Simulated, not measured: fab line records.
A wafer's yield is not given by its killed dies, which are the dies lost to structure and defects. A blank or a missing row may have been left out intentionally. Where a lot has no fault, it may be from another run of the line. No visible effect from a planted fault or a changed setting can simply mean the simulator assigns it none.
Which tool did it? :: flow sky130 :: 11 lots with 33 wafers sampled at 5 steps, on a route of 708 steps

## WHAT THE GAUGES READ, wafer by wafer
SKY_SD_N_RS_MEAS_16: uses a four-point probe to measure. Usual: for SD_N_RS the level is 68.47 ohm/sq and the standard deviation is 0.13.
lot: L154
measured: day 28 19:20
on: film-metro-04
SD_N_RS (ohm/sq): 68.34 68.28 68.22
flag: 

lot: L156
measured: day 28 23:32
on: film-metro-04
SD_N_RS (ohm/sq): 68.28 68.32 68.20
flag: 

lot: L155
measured: day 29 01:10
on: film-metro-03
SD_N_RS (ohm/sq): 68.41 68.43 68.64
flag: 

lot: L157
measured: day 29 12:17
on: film-metro-01
SD_N_RS (ohm/sq): 68.35 68.34 68.22
flag: 

lot: L164
measured: day 31 21:00
on: film-metro-03
SD_N_RS (ohm/sq): 68.53 68.68 68.65
flag: 

lot: L165
measured: day 32 05:56
on: film-metro-03
SD_N_RS (ohm/sq): 68.50 68.64 68.50
flag: 

lot: L169
measured: day 33 06:45
on: film-metro-01
SD_N_RS (ohm/sq): 68.41 68.57 68.65
flag: 

lot: L171
measured: day 34 01:53
on: film-metro-03
SD_N_RS (ohm/sq): 68.43 68.46 68.64
flag: 

lot: L173
measured: day 34 14:44
on: film-metro-03
SD_N_RS (ohm/sq): 68.54 68.57 68.64
flag: 

lot: L174
measured: day 34 22:34
on: film-metro-03
SD_N_RS (ohm/sq): 68.53 68.63 68.66
flag: 

lot: L176
measured: day 35 03:41
on: film-metro-01
SD_N_RS (ohm/sq): 68.53 68.31 68.38
flag: 

SKY_CONTACT_CD_MEAS_14 targets a cd of 170 nm. Usual: cd-nm at 169.9 nm, with a standard deviation of 1.3.
lot: L154
measured: day 32 12:08
on: cd-sem-01
cd-nm (nm): 170.4 170.1 170.9
flag: 

lot: L156
measured: day 32 16:08
on: cd-sem-02
cd-nm (nm): 171.1 171.0 170.7
flag: 

lot: L155
measured: day 32 17:58
on: cd-sem-01
cd-nm (nm): 169.8 170.7 169.6
flag: 

lot: L157
measured: day 33 03:31
on: cd-sem-02
cd-nm (nm): 170.4 169.4 170.6
flag: 

lot: L164
measured: day 35 09:29
on: cd-sem-01
cd-nm (nm): 169.7 170.7 170.7
flag: 

lot: L165
measured: day 35 16:59
on: cd-sem-02
cd-nm (nm): 168.8 166.6 168.7
flag: 

lot: L169
measured: day 36 17:26
on: cd-sem-02
cd-nm (nm): 169.2 170.5 169.7
flag: 

lot: L171
measured: day 37 10:40
on: cd-sem-01
cd-nm (nm): 168.5 169.6 170.1
flag: 

lot: L173
measured: day 37 23:53
on: cd-sem-02
cd-nm (nm): 171.3 169.9 171.5
flag: 

lot: L174
measured: day 38 06:17
on: cd-sem-02
cd-nm (nm): 172.5 172.6 171.9
flag: 

lot: L176
measured: day 38 11:58
on: cd-sem-01
cd-nm (nm): 169.0 169.7 170.5
flag: 

SKY_PASSIVATION_THK_MEAS_03. Usual: for PASSIVATION_CVD_02_THK the level is 540 nm and the standard deviation is 6.9.
lot: L154
measured: day 44 11:34
on: film-metro-04
PASSIVATION_CVD_02_THK (nm): 538 540 548
flag: 

lot: L156
measured: day 44 16:14
on: film-metro-01
PASSIVATION_CVD_02_THK (nm): 531 543 545
flag: 

lot: L155
measured: day 44 17:37
on: film-metro-04
PASSIVATION_CVD_02_THK (nm): 540 542 545
flag: 

lot: L157
measured: day 45 04:41
on: film-metro-03
PASSIVATION_CVD_02_THK (nm): 544 548 550
flag: 

lot: L164
measured: day 46 22:32
on: film-metro-03
PASSIVATION_CVD_02_THK (nm): 735 742 548
flag: OFF

lot: L165
measured: day 47 05:05
on: film-metro-01
PASSIVATION_CVD_02_THK (nm): 539 554 752
flag: OFF

lot: L169
measured: day 48 02:20
on: film-metro-04
PASSIVATION_CVD_02_THK (nm): 532 540 543
flag: 

lot: L171
measured: day 48 12:23
on: film-metro-01
PASSIVATION_CVD_02_THK (nm): 536 549 546
flag: 

lot: L173
measured: day 48 22:44
on: film-metro-03
PASSIVATION_CVD_02_THK (nm): 541 546 542
flag: 

lot: L174
measured: day 49 05:01
on: film-metro-01
PASSIVATION_CVD_02_THK (nm): 524 536 534
flag: 

lot: L176
measured: day 49 08:06
on: film-metro-01
PASSIVATION_CVD_02_THK (nm): 528 543 541
flag: 

## WHICH TOOL RAN EACH LOT (tool, then ch and the chambers of the sampled wafers, then the start)
lot: L154
SKY_LOCAL_INTERCONNECT_METAL_ETCH_14: rie-metal-02 ch 0,1, day 31 07:29
SKY_PASSIVATION_CVD_02: pecvd-04 ch 0,1, day 44 11:19

lot: L156
SKY_LOCAL_INTERCONNECT_METAL_ETCH_14: rie-metal-01 ch 0,1, day 31 11:40
SKY_PASSIVATION_CVD_02: pecvd-04 ch 0,1,2, day 44 16:00

lot: L155
SKY_LOCAL_INTERCONNECT_METAL_ETCH_14: rie-metal-01 ch 0,1, day 31 12:59
SKY_PASSIVATION_CVD_02: pecvd-03 ch 1,2, day 44 17:22

lot: L157
SKY_LOCAL_INTERCONNECT_METAL_ETCH_14: rie-metal-02 ch 0,1, day 31 21:55
SKY_PASSIVATION_CVD_02: pecvd-04 ch 0,2, day 45 04:27

lot: L164
SKY_LOCAL_INTERCONNECT_METAL_ETCH_14: rie-metal-02 ch 0,1, day 34 05:50
SKY_PASSIVATION_CVD_02: pecvd-04 ch 0,1, day 46 22:19

lot: L165
SKY_LOCAL_INTERCONNECT_METAL_ETCH_14: rie-metal-02 ch 0,1, day 34 13:41
SKY_PASSIVATION_CVD_02: pecvd-04 ch 0,1,2, day 47 04:52

lot: L169
SKY_LOCAL_INTERCONNECT_METAL_ETCH_14: rie-metal-04 ch 0,1, day 35 13:51
SKY_PASSIVATION_CVD_02: pecvd-03 ch 0,1, day 48 02:06

lot: L171
SKY_LOCAL_INTERCONNECT_METAL_ETCH_14: rie-metal-02 ch 1, day 36 08:23
SKY_PASSIVATION_CVD_02: pecvd-01 ch 0,2, day 48 12:10

lot: L173
SKY_LOCAL_INTERCONNECT_METAL_ETCH_14: rie-metal-02 ch 1, day 36 21:25
SKY_PASSIVATION_CVD_02: pecvd-01 ch 1,2, day 48 22:30

lot: L174
SKY_LOCAL_INTERCONNECT_METAL_ETCH_14: rie-metal-01 ch 1, day 37 04:02
SKY_PASSIVATION_CVD_02: pecvd-03 ch 0,2, day 49 04:47

lot: L176
SKY_LOCAL_INTERCONNECT_METAL_ETCH_14: rie-metal-04 ch 1, day 37 09:26
SKY_PASSIVATION_CVD_02: pecvd-01 ch 0,2, day 49 07:53
- SKY_LOCAL_INTERCONNECT_METAL_ETCH_14: etches TiN in Cl2/BCl3, stops on PSG, target depth 110 nm, time 31.4 s.
- SKY_PASSIVATION_CVD_02: deposits Si3N4, target thk 540 nm.

## AS READ BY THE TOOLS THEMSELVES (means over the sampled wafers that have a number; for cases with no such wafer, the mark the record gives instead)
SKY_LOCAL_INTERCONNECT_METAL_ETCH_14. Usual: drypump-motor-current-A 5.7 A, standard deviation 0.8; oes-product-au 0.942 a.u., standard deviation 0.0082; throttle-valve-pct 21.900 %, standard deviation 0.0084.
lot: L154
tool: rie-metal-02
drypump-motor-current-A (A): 6.5
oes-product-au (a.u.): 0.937
throttle-valve-pct (%): 21.903
flag: 

lot: L156
tool: rie-metal-01
drypump-motor-current-A (A): 4.8
oes-product-au (a.u.): 0.950
throttle-valve-pct (%): 21.900
flag: 

lot: L155
tool: rie-metal-01
drypump-motor-current-A (A): 4.9
oes-product-au (a.u.): 0.950
throttle-valve-pct (%): 21.889
flag: 

lot: L157
tool: rie-metal-02
drypump-motor-current-A (A): 6.6
oes-product-au (a.u.): 0.939
throttle-valve-pct (%): 21.899
flag: 

lot: L164
tool: rie-metal-02
drypump-motor-current-A (A): 6.7
oes-product-au (a.u.): 0.940
throttle-valve-pct (%): 21.898
flag: 

lot: L165
tool: rie-metal-02
drypump-motor-current-A (A): 6.5
oes-product-au (a.u.): 0.939
throttle-valve-pct (%): 21.913
flag: 

lot: L169
tool: rie-metal-04
drypump-motor-current-A (A): 5.9
oes-product-au (a.u.): 0.952
throttle-valve-pct (%): 21.901
flag: 

lot: L171
tool: rie-metal-02
drypump-motor-current-A (A): 6.4
oes-product-au (a.u.): 0.944
throttle-valve-pct (%): 21.893
flag: 

lot: L173
tool: rie-metal-02
drypump-motor-current-A (A): 6.4
oes-product-au (a.u.): 0.944
throttle-valve-pct (%): 21.892
flag: 

lot: L174
tool: rie-metal-01
drypump-motor-current-A (A): 5.0
oes-product-au (a.u.): 0.944
throttle-valve-pct (%): 21.899
flag: 

lot: L176
tool: rie-metal-04
drypump-motor-current-A (A): 5.0
oes-product-au (a.u.): 0.940
throttle-valve-pct (%): 21.901
flag: 

SKY_PASSIVATION_CVD_02. Usual: heater-power-w at 722 W, with a standard deviation of 100.
lot: L154
tool: pecvd-04
heater-power-w (W): 738
flag: 

lot: L156
tool: pecvd-04
heater-power-w (W): 752
flag: 

lot: L155
tool: pecvd-03
heater-power-w (W): 677
flag: 

lot: L157
tool: pecvd-04
heater-power-w (W): 714
flag: 

lot: L164
tool: pecvd-04
heater-power-w (W): 643
flag: 

lot: L165
tool: pecvd-04
heater-power-w (W): 754
flag: 

lot: L169
tool: pecvd-03
heater-power-w (W): 708
flag: 

lot: L171
tool: pecvd-01
heater-power-w (W): 823
flag: 

lot: L173
tool: pecvd-01
heater-power-w (W): 694
flag: 

lot: L174
tool: pecvd-03
heater-power-w (W): 775
flag: 

lot: L176
tool: pecvd-01
heater-power-w (W): 863
flag: 

## THE ANSWER, worked out from the rows above alone
Rule: a lot counts as off when the mean over its wafers that have a number is more than 3 standard deviations away from the usual mean. Also off: a lot with no number at a reading for which 4 or more lots have one. All remaining lots with rows at the step are treated as sound. After the gauges, taken in route order, come the tools' own readings; for these a lot's mean is taken, as printed above. The first step at which some lot is off is used, and at that step the reading that is off furthest; a lot without a number counts as furthest.
Off: L164, L165, at SKY_PASSIVATION_THK_MEAS_03 (PASSIVATION_CVD_02_THK).
If a tool, at a process step before that reading, ran all the lots that are off and no sound lot after the first of them, it fits. The gauges at SKY_PASSIVATION_THK_MEAS_03 are tried like those tools. One candidate fits, namely pecvd-04 at SKY_PASSIVATION_CVD_02. Its last sound lot is L157 (day 45 04:27), its first lot that is off L164 (day 46 22:19): a fault that began between those two fits.

## WHAT WAS PUT IN BY THE SIMULATOR
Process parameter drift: pecvd-04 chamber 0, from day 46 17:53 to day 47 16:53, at SKY_PASSIVATION_CVD_02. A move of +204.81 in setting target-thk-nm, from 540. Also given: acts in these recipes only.
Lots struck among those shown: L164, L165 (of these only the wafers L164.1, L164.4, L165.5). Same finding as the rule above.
